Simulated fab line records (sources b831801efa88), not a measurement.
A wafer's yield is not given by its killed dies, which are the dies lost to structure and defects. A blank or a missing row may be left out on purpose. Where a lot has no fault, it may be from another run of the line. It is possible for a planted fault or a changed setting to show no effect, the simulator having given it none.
fab line records ; flow sky130
record: lots: 13; wafers: 39; lastDay: 50
route steps=708 shown FIELD_ISO@11 PWDE@55 VT_ADJUST_HVTP@92 PAD_OPEN@708
lots with no fault: from the same line, run without faults
startH: hours from the record's opening day to when the first of the lot's shown wafers began ; waitH: time in hours since the lot's previous step ; " the same as in the row above ; L1.1+2: several wafers, shown together as one row ; - value missing, or start not given ; * or withheld: withheld ; < > ~ a bound
route shown NAME@n: names a module that has steps shown in the file, with the first one's number in the route ; usual: average and standard deviation across the fault-free wafers ; same: alike in all rows ; chamber/n: place in a boat ; sites: the reading at each site ; _std_site: the standard deviation of these ; _edge_site: the outer-site mean with the inner-site mean subtracted ; radiusMm: for every site, how far away it sits from the centre of the wafer ; mask NAME#n: copy n ; behind: tool/chamber where the wafer was last shaped ; hold: why the lot went on hold/how many hours it stayed there/how the hold came to an end ; device: whichever transistor did not switch (one of n, p or np) ; end of line: the route-end tests of the same wafers ; a step without rows: its recipe alone ; killed: dies lost to structure and defects at the first sort, not the wafer's yield ; map: the dies of a wafer, with x for killed, . for not killed, _ for no die there
set.NAME: the setting the step ran with; set.NAME@STEP: the setting that earlier step ran with ; model.NAME: the simulator's own value behind a step, which no gauge read
route steps across a sampled set of lots; one table per step, one row per wafer
services: when a tool's chamber went out of use (startH, in hours from the record's first day, below 0 if earlier), for how many hours, and the reason
== steps ==
step: SKY_FIELD_ISO_EXPOSE_10
recipe: maskId: FOM; na: 0.68; sourceShape: annular; sigmaInner: 0.4; sigmaOuter: 0.8; targetCdNm: 150; doseMj: 28
lot.wafer;tool;chamber;startH;waitH;mask
L781.1+2+5;krfScanner-02;0;33.19;-;FOM#0
L782.1+3+4;krfScanner-02;0;36.58;-;FOM#0
L784.1+3+6;krfScanner-01;0;46.31;-;FOM_R1#0
L790.1+2+3;krfScanner-01;0;77.54;-;FOM#0
L793.1+2+4;krfScanner-02;0;94.78;-;FOM#0
L795.2+5+6;krfScanner-02;0;106.16;-;FOM#0
L796.2+4+6;krfScanner-01;0;111.53;-;FOM#0
L797.1+4+5;krfScanner-01;0;113.78;-;FOM#0
L798.3+4+6;krfScanner-01;0;118.47;-;FOM#0
L799.1+3+4;krfScanner-02;0;123.37;-;FOM#0
L800.2+3+6;krfScanner-02;0;130.61;-;FOM#0
L801.2+4+6;krfScanner-01;0;133.88;-;FOM#0
L802.1+3+4;krfScanner-02;0;140.56;-;FOM#0
step: SKY_FIELD_ISO_CD_MEAS_13
recipe: targetCdNm: 150
usual: cdNm: 149.9/1.7
lot.wafer;tool;chamber;startH;waitH;cdNm
L781.1;cdSem-02;-;40.84;-;147.9
L781.2;cdSem-02;-;40.84;-;148.6
L781.5;cdSem-02;-;40.84;-;148.0
L782.1;cdSem-02;-;43.84;-;150.3
L782.3;cdSem-02;-;43.84;-;150.1
L782.4;cdSem-02;-;43.84;-;149.2
L784.1;cdSem-01;-;54.34;-;135.6
L784.3;cdSem-01;-;54.34;-;134.8
L784.6;cdSem-01;-;54.34;-;135.1
L790.1;cdSem-01;-;86.34;-;151.2
L790.2;cdSem-01;-;86.34;-;150.5
L790.3;cdSem-01;-;86.34;-;150.2
L793.1;cdSem-01;-;103.29;-;150.6
L793.2;cdSem-01;-;103.29;-;149.6
L793.4;cdSem-01;-;103.29;-;150.1
L795.2;cdSem-01;-;115.06;-;151.4
L795.5;cdSem-01;-;115.06;-;152.5
L795.6;cdSem-01;-;115.06;-;150.4
L796.2;cdSem-01;-;120.16;-;150.5
L796.4;cdSem-01;-;120.16;-;151.5
L796.6;cdSem-01;-;120.16;-;150.2
L797.1;cdSem-01;-;122.44;-;150.7
L797.4;cdSem-01;-;122.44;-;150.4
L797.5;cdSem-01;-;122.44;-;150.8
L798.3;cdSem-01;-;127.68;-;147.9
L798.4;cdSem-01;-;127.68;-;148.9
L798.6;cdSem-01;-;127.68;-;148.7
L799.1;cdSem-01;-;133.03;-;150.7
L799.3;cdSem-01;-;133.03;-;150.8
L799.4;cdSem-01;-;133.03;-;152.0
L800.2;cdSem-02;-;140.16;-;149.1
L800.3;cdSem-02;-;140.16;-;146.1
L800.6;cdSem-02;-;140.16;-;148.0
L801.2;cdSem-01;-;142.56;-;150.3
L801.4;cdSem-01;-;142.56;-;150.7
L801.6;cdSem-01;-;142.56;-;151.0
L802.1;cdSem-02;-;150.68;-;149.1
L802.3;cdSem-02;-;150.68;-;149.2
L802.4;cdSem-02;-;150.68;-;149.5
step: SKY_FIELD_ISO_ETCH_17
recipe: targetDepthA: 3420; maskMaterial: Si3N4; chemistry: HBr/Cl2/O2; target: Si; taperDeg: 5; icpW: 600; biasW: 150; pressureMtorr: 15; HBr_flow_sccm: 150; Cl2_flow_sccm: 40; O2_flow_sccm: 6; timeS: 97.7
usual: drypumpMotorCurrentA: 5.7/0.41; oesProductAu: 1.003/0.011; throttleValvePct: 25.655/0.011
lot.wafer;tool;chamber;startH;waitH;drypumpMotorCurrentA;oesProductAu;rfHoursCounterH;throttleValvePct
L781.1;rieSi-02;1;41.15;0.1;6.0;0.984;64;25.669
L781.2;rieSi-02;0;41.15;0.1;5.7;0.998;104;25.646
L781.5;rieSi-02;3;41.15;0.1;5.6;1.010;-;25.653
L782.1;rieSi-01;3;44.15;0.1;5.6;0.980;60;25.682
L782.3;rieSi-01;0;44.15;0.1;4.9;0.990;4;25.650
L782.4;rieSi-01;2;44.15;0.1;5.7;0.993;2;25.657
L784.1;rieSi-02;3;54.66;0.1;5.6;1.010;51;25.648
L784.3;rieSi-02;1;54.66;0.1;6.0;0.989;64;25.654
L784.6;rieSi-02;1;54.66;0.1;5.9;0.986;-;25.652
L790.1;rieSi-01;1;86.66;0.1;6.5;1.004;107;25.670
L790.2;rieSi-01;3;86.66;0.1;5.6;0.990;60;25.671
L790.3;rieSi-01;0;86.66;0.1;4.8;0.997;4;25.646
L793.1;rieSi-01;3;103.60;0.1;5.6;0.990;60;25.680
L793.2;rieSi-01;2;103.60;0.1;5.6;1.014;2;25.642
L793.4;rieSi-01;1;103.60;0.1;6.5;0.997;107;25.670
L795.2;rieSi-02;3;115.36;0.1;5.6;1.009;51;25.648
L795.5;rieSi-02;1;115.36;0.1;6.0;0.993;-;25.672
L795.6;rieSi-02;0;115.36;0.1;5.8;1.011;-;25.662
L796.2;rieSi-02;1;120.46;0.1;6.0;0.992;65;25.663
L796.4;rieSi-02;3;120.46;0.1;5.6;1.008;51;25.629
L796.6;rieSi-02;2;120.46;0.1;5.3;1.003;-;25.664
L797.1;rieSi-01;2;122.75;0.1;5.6;1.010;3;25.646
L797.4;rieSi-01;1;122.75;0.1;6.5;1.005;107;25.663
L797.5;rieSi-01;2;122.75;0.1;5.6;1.006;-;25.660
L798.3;rieSi-02;1;127.95;0.0;6.0;1.004;65;25.660
L798.4;rieSi-02;3;127.95;0.0;5.6;1.013;51;25.648
L798.6;rieSi-02;1;127.95;0.0;5.9;0.998;-;25.669
L799.1;rieSi-02;0;133.35;0.1;5.8;1.004;105;25.651
L799.3;rieSi-02;2;133.35;0.1;5.3;1.022;3;25.647
L799.4;rieSi-02;3;133.35;0.1;5.6;1.014;51;25.653
L800.2;rieSi-02;2;140.46;0.1;5.3;1.009;3;25.652
L800.3;rieSi-02;0;140.46;0.1;5.8;1.007;105;25.639
L800.6;rieSi-02;0;140.46;0.1;5.8;1.000;-;25.668
L801.2;rieSi-01;3;142.86;0.1;5.6;0.981;60;25.669
L801.4;rieSi-01;0;142.86;0.1;4.9;0.994;4;25.663
L801.6;rieSi-01;1;142.86;0.1;6.5;0.997;-;25.656
L802.1;rieSi-01;3;151.00;0.1;5.7;1.000;60;25.656
L802.3;rieSi-01;0;151.00;0.1;4.9;1.002;4;25.658
L802.4;rieSi-01;2;151.00;0.1;5.6;1.012;3;25.643
step: SKY_PWDE_TW_MEAS_10
usual: PWDE_TW: 377.5/2.8
lot.wafer;tool;chamber;startH;waitH;PWDE_TW
L781.1;filmMetro-03;-;83.57;0.1;382.5
L781.2;filmMetro-03;-;83.57;0.1;377.3
L781.5;filmMetro-03;-;83.57;0.1;380.9
L782.1;filmMetro-03;-;84.27;0.1;381.6
L782.3;filmMetro-03;-;84.27;0.1;383.9
L782.4;filmMetro-03;-;84.27;0.1;383.3
L784.1;filmMetro-02;-;95.63;0.1;375.5
L784.3;filmMetro-02;-;95.63;0.1;373.7
L784.6;filmMetro-02;-;95.63;0.1;372.4
L790.1;filmMetro-03;-;135.27;0.1;377.7
L790.2;filmMetro-03;-;135.27;0.1;378.6
L790.3;filmMetro-03;-;135.27;0.1;378.9
L793.1;filmMetro-04;-;149.08;0.1;374.3
L793.2;filmMetro-04;-;149.08;0.1;375.8
L793.4;filmMetro-04;-;149.08;0.1;378.5
L795.2;filmMetro-02;-;161.33;0.1;374.1
L795.5;filmMetro-02;-;161.33;0.1;375.5
L795.6;filmMetro-02;-;161.33;0.1;372.8
L796.2;filmMetro-04;-;166.24;0.1;375.2
L796.4;filmMetro-04;-;166.24;0.1;376.9
L796.6;filmMetro-04;-;166.24;0.1;376.2
L797.1;filmMetro-02;-;171.42;0.1;377.9
L797.4;filmMetro-02;-;171.42;0.1;378.8
L797.5;filmMetro-02;-;171.42;0.1;379.0
L798.3;filmMetro-03;-;175.30;0.1;375.9
L798.4;filmMetro-03;-;175.30;0.1;376.9
L798.6;filmMetro-03;-;175.30;0.1;378.1
L799.1;filmMetro-04;-;181.78;0.1;377.8
L799.3;filmMetro-04;-;181.78;0.1;378.8
L799.4;filmMetro-04;-;181.78;0.1;378.9
L800.2;filmMetro-03;-;186.89;0.1;376.8
L800.3;filmMetro-03;-;186.89;0.1;376.5
L800.6;filmMetro-03;-;186.89;0.1;377.5
L801.2;filmMetro-02;-;192.33;0.1;372.2
L801.4;filmMetro-02;-;192.33;0.1;375.0
L801.6;filmMetro-02;-;192.33;0.1;372.0
L802.1;filmMetro-02;-;201.48;0.1;376.5
L802.3;filmMetro-02;-;201.48;0.1;374.3
L802.4;filmMetro-02;-;201.48;0.1;374.8
step: SKY_VT_ADJUST_HVTP_CD_MEAS_07
recipe: targetCdNm: 380
usual: cdNm: 379.5/2.9
lot.wafer;tool;chamber;startH;waitH;cdNm
L781.1;cdSem-02;-;138.83;0.1;376.0
L781.2;cdSem-02;-;138.83;0.1;378.1
L781.5;cdSem-02;-;138.83;0.1;375.7
L782.1;cdSem-01;-;139.79;0.1;387.5
L782.3;cdSem-01;-;139.79;0.1;387.8
L782.4;cdSem-01;-;139.79;0.1;386.5
L784.1;cdSem-01;-;152.64;0.1;376.8
L784.3;cdSem-01;-;152.64;0.1;377.8
L784.6;cdSem-01;-;152.64;0.1;376.6
L790.1;cdSem-01;-;198.54;0.1;374.9
L790.2;cdSem-01;-;198.54;0.1;374.9
L790.3;cdSem-01;-;198.54;0.1;375.8
L793.1;cdSem-02;-;211.84;0.1;381.7
L793.2;cdSem-02;-;211.84;0.1;379.7
L793.4;cdSem-02;-;211.84;0.1;382.4
L795.2;cdSem-02;-;227.86;0.1;375.6
L795.5;cdSem-02;-;227.86;0.1;383.0
L795.6;cdSem-02;-;227.86;0.1;381.2
L796.2;cdSem-02;-;232.70;0.1;379.9
L796.4;cdSem-02;-;232.70;0.1;380.7
L796.6;cdSem-02;-;232.70;0.1;383.4
L797.1;cdSem-02;-;238.54;0.1;375.5
L797.4;cdSem-02;-;238.54;0.1;376.7
L797.5;cdSem-02;-;238.54;0.1;376.2
L798.3;cdSem-02;-;241.88;0.1;380.0
L798.4;cdSem-02;-;241.88;0.1;379.6
L798.6;cdSem-02;-;241.88;0.1;379.4
L799.1;cdSem-01;-;249.58;0.1;380.1
L799.3;cdSem-01;-;249.58;0.1;378.9
L799.4;cdSem-01;-;249.58;0.1;378.5
L800.2;cdSem-02;-;253.50;0.1;378.0
L800.3;cdSem-02;-;253.50;0.1;377.3
L800.6;cdSem-02;-;253.50;0.1;378.0
L801.2;cdSem-02;-;259.46;0.1;377.1
L801.4;cdSem-02;-;259.46;0.1;374.6
L801.6;cdSem-02;-;259.46;0.1;376.6
L802.1;cdSem-02;-;275.28;0.1;380.9
L802.3;cdSem-02;-;275.28;0.1;382.2
L802.4;cdSem-02;-;275.28;0.1;380.4
step: SKY_PAD_OPEN_PROBE_99
usual: killed_at_M0_to_M3: 42/7.6; killed_at_M4_up: 2.9/1.7; killedAtContacts: 24/5.1; killedAtFrontEnd: 15/4; killedAtOther: 0.2/0.38; killedDies: 84/9.9; killedOpen: 46/7.2; killedShort: 38/6.6
same: grossDies: 492; killedAtBackSide: 0
lot.wafer;tool;chamber;startH;waitH;killed_at_M0_to_M3;killed_at_M4_up;killedAtContacts;killedAtFrontEnd;killedAtOther;killedDies;killedOpen;killedShort
L781.1;prober-02;-;1091.66;0.1;40;1;25;15;0;81;43;38
L781.2;prober-02;-;1091.71;0.1;44;3;27;19;0;93;46;47
L781.5;prober-02;-;1091.86;0.2;45;4;19;21;0;89;45;44
L782.1;prober-01;-;1095.14;0.1;48;0;30;13;0;91;58;33
L782.3;prober-01;-;1095.24;0.2;27;1;22;17;1;68;36;32
L782.4;prober-01;-;1095.29;0.2;39;3;21;20;0;83;39;44
L784.1;prober-01;-;1106.79;0.1;48;3;19;13;0;83;46;35
L784.3;prober-01;-;1106.89;0.2;47;5;15;38;0;105;43;48
L784.6;prober-01;-;1107.04;0.2;36;2;27;29;0;94;42;37
L790.1;prober-01;-;1153.26;0.1;40;1;32;11;0;84;45;39
L790.2;prober-01;-;1153.31;0.1;44;4;23;14;1;86;46;40
L790.3;prober-01;-;1153.36;0.2;37;2;31;18;0;88;48;40
L793.1;prober-02;-;1158.45;0.1;21;4;34;8;0;67;41;26
L793.2;prober-02;-;1158.50;0.1;40;2;17;13;1;73;37;36
L793.4;prober-02;-;1158.60;0.2;44;2;31;8;0;85;44;41
L795.2;prober-02;-;1169.50;0.1;51;5;28;9;0;93;46;47
L795.5;prober-02;-;1169.65;0.2;39;4;23;13;1;80;48;32
L795.6;prober-02;-;1169.70;0.2;35;6;24;15;0;80;42;38
L796.2;prober-01;-;1181.35;0.1;42;3;34;12;0;91;40;51
L796.4;prober-01;-;1181.45;0.2;34;2;17;12;0;65;34;31
L796.6;prober-01;-;1181.55;0.2;44;1;30;18;0;93;54;39
L797.1;prober-02;-;1182.30;0.1;52;5;24;15;0;96;56;40
L797.4;prober-02;-;1182.45;0.2;43;3;24;19;0;89;46;43
L797.5;prober-02;-;1182.50;0.2;47;4;31;12;0;94;57;37
L798.3;prober-01;-;1182.90;0.2;60;5;31;15;1;112;51;61
L798.4;prober-01;-;1182.95;0.2;54;0;15;20;0;89;49;40
L798.6;prober-01;-;1183.05;0.2;50;3;22;16;1;92;52;40
L799.1;prober-02;-;1184.55;0.1;45;1;33;12;1;92;46;46
L799.3;prober-02;-;1184.65;0.2;36;1;24;15;0;76;46;30
L799.4;prober-02;-;1184.70;0.2;51;5;33;14;1;104;63;41
L800.2;prober-01;-;1193.76;0.1;41;2;24;18;1;86;48;38
L800.3;prober-01;-;1193.81;0.2;41;2;23;12;0;78;37;41
L800.6;prober-01;-;1193.96;0.2;41;3;20;9;1;74;34;40
L801.2;prober-02;-;1196.37;0.1;40;3;27;10;0;80;43;37
L801.4;prober-02;-;1196.47;0.2;43;1;24;14;0;82;42;40
L801.6;prober-02;-;1196.57;0.2;42;3;30;15;0;90;45;45
L802.1;prober-01;-;1203.86;0.1;49;2;27;7;1;86;60;26
L802.3;prober-01;-;1203.96;0.2;43;3;29;11;0;86;50;36
L802.4;prober-01;-;1204.01;0.2;36;3;30;16;0;85;52;33
killed by level:class
L781.1 LI_CONTACT:geometricParticle:open=11 VIA1:geometricParticle:open=7 VIA1:geometricParticle:short=6 POLY_GATE:geometricParticle:short=5 VIA2:geometricParticle:open=5 METAL3:geometricParticle:short=5 LOCAL_INTERCONNECT:geometricParticle:short=4 VIA2:geometricParticle:short=4
L781.2 VIA3:geometricParticle:open=11 FIELD_ISO:geometricParticle:short=8 LOCAL_INTERCONNECT:geometricParticle:short=7 VIA1:geometricParticle:open=7 LI_CONTACT:geometricParticle:open=6 CONTACT:geometricParticle:short=5 CONTACT:geometricParticle:open=5 VIA1:geometricParticle:short=5
L781.5 METAL1:geometricParticle:short=9 LI_CONTACT:geometricParticle:open=8 VIA1:geometricParticle:open=8 FIELD_ISO:geometricParticle:short=7 VIA2:geometricParticle:short=6 FIELD_ISO:geometricParticle:open=4 CONTACT:geometricParticle:open=4 LOCAL_INTERCONNECT:geometricParticle:short=4
L782.1 CONTACT:geometricParticle:open=19 VIA1:geometricParticle:short=11 VIA2:geometricParticle:open=9 VIA1:geometricParticle:open=7 FIELD_ISO:geometricParticle:open=6 METAL2:geometricParticle:short=6 LI_CONTACT:geometricParticle:open=5 CONTACT:geometricParticle:short=4
L782.3 LI_CONTACT:geometricParticle:open=8 CONTACT:geometricParticle:open=8 FIELD_ISO:geometricParticle:short=5 FIELD_ISO:geometricParticle:open=5 METAL1:geometricParticle:short=5 METAL2:geometricParticle:short=5 POLY_GATE:geometricParticle:open=4 VIA3:geometricParticle:open=4
L782.4 LI_CONTACT:geometricParticle:open=9 VIA1:geometricParticle:open=8 POLY_GATE:geometricParticle:short=6 METAL2:geometricParticle:short=6 VIA2:geometricParticle:open=5 METAL1:geometricParticle:short=5 POLY_GATE:geometricParticle:open=4 CONTACT:geometricParticle:open=4
L784.1 VIA1:geometricParticle:short=9 VIA2:geometricParticle:open=8 LI_CONTACT:geometricParticle:open=8 VIA1:geometricParticle:open=8 VIA3:geometricParticle:open=7 METAL1:geometricParticle:short=6 CONTACT:geometricParticle:open=5 CONTACT:geometricParticle:short=5
L784.3 FIELD_ISO:areaExpose=14 FIELD_ISO:geometricParticle:short=8 VIA3:geometricParticle:short=8 METAL1:geometricParticle:short=7 LI_CONTACT:geometricParticle:open=6 VIA1:geometricParticle:open=6 VIA2:geometricParticle:open=6 FIELD_ISO:geometricParticle:open=5
L784.6 FIELD_ISO:areaExpose=15 CONTACT:geometricParticle:open=8 LI_CONTACT:geometricParticle:open=7 VIA1:geometricParticle:open=7 VIA1:geometricParticle:short=6 VIA2:geometricParticle:open=6 CONTACT:geometricParticle:short=5 VIA3:geometricParticle:open=5
L790.1 VIA1:geometricParticle:open=12 CONTACT:geometricParticle:open=12 LOCAL_INTERCONNECT:geometricParticle:short=6 CONTACT:geometricParticle:short=6 METAL2:geometricParticle:short=6 LI_CONTACT:geometricParticle:open=5 VIA3:geometricParticle:open=4 VIA1:geometricParticle:short=4
L790.2 VIA2:geometricParticle:open=10 METAL2:geometricParticle:short=9 VIA1:geometricParticle:open=7 CONTACT:geometricParticle:open=6 METAL3:geometricParticle:short=5 FIELD_ISO:geometricParticle:short=4 LI_CONTACT:geometricParticle:short=4 LOCAL_INTERCONNECT:geometricParticle:short=4
L790.3 LI_CONTACT:geometricParticle:open=12 VIA1:geometricParticle:open=8 CONTACT:geometricParticle:open=6 CONTACT:geometricParticle:short=6 VIA3:geometricParticle:open=6 VIA3:geometricParticle:short=6 METAL2:geometricParticle:short=5 FIELD_ISO:geometricParticle:open=4
L793.1 CONTACT:geometricParticle:open=13 LI_CONTACT:geometricParticle:open=10 CONTACT:geometricParticle:short=6 VIA2:geometricParticle:open=4 FIELD_ISO:geometricParticle:open=3 METAL1:geometricParticle:short=3 METAL2:geometricParticle:short=3 VIA3:geometricParticle:short=3
L793.2 VIA2:geometricParticle:open=8 CONTACT:geometricParticle:short=7 METAL1:geometricParticle:short=6 VIA1:geometricParticle:open=6 CONTACT:geometricParticle:open=5 POLY_GATE:geometricParticle:open=4 VIA3:geometricParticle:short=4 VIA1:geometricParticle:short=3
L793.4 VIA2:geometricParticle:open=11 CONTACT:geometricParticle:open=11 LI_CONTACT:geometricParticle:open=7 LOCAL_INTERCONNECT:geometricParticle:short=7 METAL1:geometricParticle:short=7 VIA1:geometricParticle:short=4 VIA3:geometricParticle:open=4 METAL2:geometricParticle:short=4
L795.2 VIA1:geometricParticle:open=12 CONTACT:geometricParticle:open=11 LI_CONTACT:geometricParticle:open=7 VIA3:geometricParticle:short=7 VIA1:geometricParticle:short=6 VIA3:geometricParticle:open=6 METAL3:geometricParticle:short=6 CONTACT:geometricParticle:short=5
L795.5 VIA1:geometricParticle:open=14 CONTACT:geometricParticle:open=8 LI_CONTACT:geometricParticle:open=6 VIA3:geometricParticle:open=6 CONTACT:geometricParticle:short=5 VIA1:geometricParticle:short=5 METAL2:geometricParticle:short=4 VIA2:geometricParticle:open=4
L795.6 CONTACT:geometricParticle:open=10 VIA1:geometricParticle:open=10 POLY_GATE:geometricParticle:short=6 LI_CONTACT:geometricParticle:open=6 CONTACT:geometricParticle:short=6 METAL2:geometricParticle:short=5 METAL4:geometricParticle:short=5 FIELD_ISO:geometricParticle:open=4
L796.2 CONTACT:geometricParticle:short=13 VIA1:geometricParticle:open=11 METAL1:geometricParticle:short=9 CONTACT:geometricParticle:open=8 LOCAL_INTERCONNECT:geometricParticle:short=6 FIELD_ISO:geometricParticle:short=5 METAL2:geometricParticle:short=5 VIA2:geometricParticle:open=5
L796.4 CONTACT:geometricParticle:open=6 VIA1:geometricParticle:open=6 LI_CONTACT:geometricParticle:open=5 FIELD_ISO:geometricParticle:short=4 METAL2:geometricParticle:short=4 CONTACT:geometricParticle:short=4 VIA1:geometricParticle:short=4 POLY_GATE:geometricParticle:open=3
L796.6 VIA1:geometricParticle:open=11 LI_CONTACT:geometricParticle:open=10 CONTACT:geometricParticle:open=7 VIA2:geometricParticle:open=6 LI_CONTACT:geometricParticle:short=5 VIA1:geometricParticle:short=5 FIELD_ISO:geometricParticle:open=4 POLY_GATE:geometricParticle:open=4
L797.1 VIA1:geometricParticle:open=13 CONTACT:geometricParticle:open=9 VIA2:geometricParticle:open=9 LI_CONTACT:geometricParticle:open=8 POLY_GATE:geometricParticle:open=7 METAL2:geometricParticle:short=7 METAL1:geometricParticle:short=6 VIA3:geometricParticle:open=5
L797.4 CONTACT:geometricParticle:open=9 VIA1:geometricParticle:open=8 CONTACT:geometricParticle:short=7 VIA3:geometricParticle:open=6 POLY_GATE:geometricParticle:short=5 METAL1:geometricParticle:short=5 VIA1:geometricParticle:short=5 VIA2:geometricParticle:open=5
L797.5 CONTACT:geometricParticle:open=12 VIA3:geometricParticle:open=11 LI_CONTACT:geometricParticle:open=8 VIA2:geometricParticle:open=6 VIA1:geometricParticle:open=5 METAL1:geometricParticle:short=5 VIA1:geometricParticle:short=5 VIA3:geometricParticle:short=5
L798.3 VIA1:geometricParticle:open=12 METAL1:geometricParticle:short=11 CONTACT:geometricParticle:open=11 METAL2:geometricParticle:short=8 VIA3:geometricParticle:open=7 LI_CONTACT:geometricParticle:open=6 VIA3:geometricParticle:short=6 LI_CONTACT:geometricParticle:short=5
L798.4 VIA1:geometricParticle:open=18 VIA1:geometricParticle:short=11 VIA2:geometricParticle:open=6 CONTACT:geometricParticle:open=6 METAL2:geometricParticle:short=6 METAL1:geometricParticle:short=5 FIELD_ISO:geometricParticle:open=4 FIELD_ISO:geometricParticle:short=4
L798.6 VIA1:geometricParticle:open=14 VIA2:geometricParticle:open=9 CONTACT:geometricParticle:open=8 VIA1:geometricParticle:short=7 METAL2:geometricParticle:short=6 VIA3:geometricParticle:open=6 FIELD_ISO:geometricParticle:short=5 LI_CONTACT:geometricParticle:open=5
L799.1 CONTACT:geometricParticle:open=14 METAL2:geometricParticle:short=9 VIA1:geometricParticle:open=9 LI_CONTACT:geometricParticle:open=8 METAL1:geometricParticle:short=7 LI_CONTACT:geometricParticle:short=6 VIA3:geometricParticle:open=5 POLY_GATE:geometricParticle:short=4
L799.3 CONTACT:geometricParticle:open=11 VIA1:geometricParticle:open=8 VIA2:geometricParticle:open=8 VIA1:geometricParticle:short=6 LI_CONTACT:geometricParticle:open=5 CONTACT:geometricParticle:short=5 FIELD_ISO:geometricParticle:open=4 SPACER:geometricParticle:open=4
L799.4 VIA1:geometricParticle:open=12 LI_CONTACT:geometricParticle:open=11 CONTACT:geometricParticle:open=10 VIA3:geometricParticle:open=8 LOCAL_INTERCONNECT:geometricParticle:short=7 METAL2:geometricParticle:short=6 FIELD_ISO:geometricParticle:open=5 VIA2:geometricParticle:open=5
L800.2 VIA2:geometricParticle:open=8 VIA1:geometricParticle:open=8 FIELD_ISO:geometricParticle:open=7 CONTACT:geometricParticle:open=7 METAL2:geometricParticle:short=7 LI_CONTACT:geometricParticle:open=6 FIELD_ISO:geometricParticle:short=5 LOCAL_INTERCONNECT:geometricParticle:short=5
L800.3 VIA1:geometricParticle:open=7 VIA2:geometricParticle:open=6 LI_CONTACT:geometricParticle:open=5 CONTACT:geometricParticle:short=5 VIA3:geometricParticle:open=5 FIELD_ISO:geometricParticle:short=4 POLY_GATE:geometricParticle:short=4 LOCAL_INTERCONNECT:geometricParticle:short=4
L800.6 VIA1:geometricParticle:open=9 CONTACT:geometricParticle:short=8 METAL2:geometricParticle:short=7 CONTACT:geometricParticle:open=5 VIA1:geometricParticle:short=5 LI_CONTACT:geometricParticle:open=4 METAL1:geometricParticle:short=4 METAL1:geometricParticle:open=3
L801.2 VIA1:geometricParticle:open=12 CONTACT:geometricParticle:short=8 METAL1:geometricParticle:short=7 CONTACT:geometricParticle:open=6 LI_CONTACT:geometricParticle:open=5 VIA2:geometricParticle:open=5 VIA3:geometricParticle:open=5 FIELD_ISO:geometricParticle:open=4
L801.4 CONTACT:geometricParticle:open=9 LOCAL_INTERCONNECT:geometricParticle:short=7 VIA2:geometricParticle:open=7 VIA1:geometricParticle:open=6 VIA3:geometricParticle:open=6 METAL1:geometricParticle:short=5 VIA3:geometricParticle:short=5 METAL2:geometricParticle:short=4
L801.6 VIA1:geometricParticle:open=10 CONTACT:geometricParticle:short=9 CONTACT:geometricParticle:open=8 METAL1:geometricParticle:short=7 LI_CONTACT:geometricParticle:open=6 LOCAL_INTERCONNECT:geometricParticle:short=5 METAL2:geometricParticle:short=5 VIA3:geometricParticle:open=5
L802.1 VIA2:geometricParticle:open=15 LI_CONTACT:geometricParticle:open=11 CONTACT:geometricParticle:open=10 VIA1:geometricParticle:open=10 LOCAL_INTERCONNECT:geometricParticle:short=4 VIA1:geometricParticle:short=4 VIA3:geometricParticle:open=4 METAL1:geometricParticle:short=3
L802.3 VIA1:geometricParticle:open=10 CONTACT:geometricParticle:open=10 LI_CONTACT:geometricParticle:open=8 POLY_GATE:geometricParticle:open=5 VIA2:geometricParticle:open=5 VIA3:geometricParticle:open=5 METAL2:geometricParticle:short=5 CONTACT:geometricParticle:short=4
L802.4 LI_CONTACT:geometricParticle:open=11 CONTACT:geometricParticle:open=10 VIA3:geometricParticle:open=7 POLY_GATE:geometricParticle:open=6 VIA2:geometricParticle:open=6 METAL1:geometricParticle:short=5 VIA1:geometricParticle:open=5 FIELD_ISO:geometricParticle:short=4
== services ==
tool;chamber;startH;hours;kind
krfScanner-01;-;33.34;1.0;pm
rieSi-02;1;37.02;3.1;repair
krfScanner-02;-;43.30;36.0;pm
rieSi-01;-;70.22;15.6;pm
krfScanner-01;-;89.56;0.6;repair
krfScanner-01;-;97.75;0.8;pm
krfScanner-02;-;108.65;0.8;pm
krfScanner-02;-;120.74;1.0;pm
krfScanner-01;-;139.60;1.3;pm
== key ==
firstSign: step: SKY_FIELD_ISO_EXPOSE_10; reading: mask; direction: changed
effect: step: SKY_FIELD_ISO_CD_MEAS_13; reading: cdNm; direction: down; sigmas: 8.5; usual: 149.9; struck: 135.1
effect: step: SKY_PAD_OPEN_PROBE_99; reading: killedAtFrontEnd; direction: up; sigmas: 3; usual: 15; struck: 27; wafersMoved: 2
metAt SKY_FIELD_ISO_EXPOSE_10
struckLots L784
testerLeftOut L784
notActingAt SKY_FIELD_ISO_ETCH_17,SKY_PWDE_TW_MEAS_10,SKY_VT_ADJUST_HVTP_CD_MEAS_07
fault: kind: wrongMask; tool: any; chamber: -; onsetH: 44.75; steps: SKY_FIELD_ISO_EXPOSE_10; auxCopy: FOM_R1#0; cdOffsetNm: -18; scope: struckLotsOnly
testerLeftOut: of these lots the tester's yield and bins aren't shown, on N5 and GAA mostly nor the transistor test; their killed dies are dies lost to structure and defects alone, not to doping, threshold or leakage, so they don't give the yield
